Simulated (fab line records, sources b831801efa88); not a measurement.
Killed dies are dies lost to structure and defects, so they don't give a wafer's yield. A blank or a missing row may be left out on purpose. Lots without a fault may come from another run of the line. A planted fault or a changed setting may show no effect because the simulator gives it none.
Chamber matching | flow sfq_line | SFQ_TRILAYER_L0_VIA_BARC_OPEN_VIA_ETCH_021 on rie_diel-04: 4 sister chambers
The step etches BARC in O2, target depth 125 nm, time 41.7 s. 4 wafers are shown with their chamber, then 6 later ones without.

WAFERS WITH THEIR CHAMBER
wafer  | chamber | drypump_motor_current_A (A)
L313.6 | 2       | 6.4
L315.3 | 3       | 4.7
L324.1 | 1       | 5.4
L324.3 | 0       | 5.7

WAFERS WITHOUT THEIR CHAMBER
wafer  | drypump_motor_current_A (A)
L327.2 | 6.4
L327.3 | 4.7
L327.4 | 5.3
L328.1 | 6.4
L328.5 | 5.7
L328.6 | 5.4

WHICH CHAMBER EACH WENT THROUGH
wafer  | from the rows above | in truth
L327.2 | 2                   | 2
L327.3 | 3                   | 3
L327.4 | 1                   | 1
L328.1 | 2                   | 2
L328.5 | 0                   | 0
L328.6 | 1                   | 1
Placed correctly: 6 of 6. Can't be placed from these rows: 0. Placed wrongly: 0.
How it was worked out, from the rows above alone: a wafer's distance from a chamber is the root of the sum, over the readings, of the square of ((its reading less the chamber's mean) divided by the reading's scatter). The wafer belongs to the nearest chamber; if the next one is less than 2 further off, it can't be placed. A chamber's mean is the mean of its shown wafers. The scatter: with one shown wafer a chamber, the root of the mean of the squares of how far each hidden wafer lies from its nearest shown one.
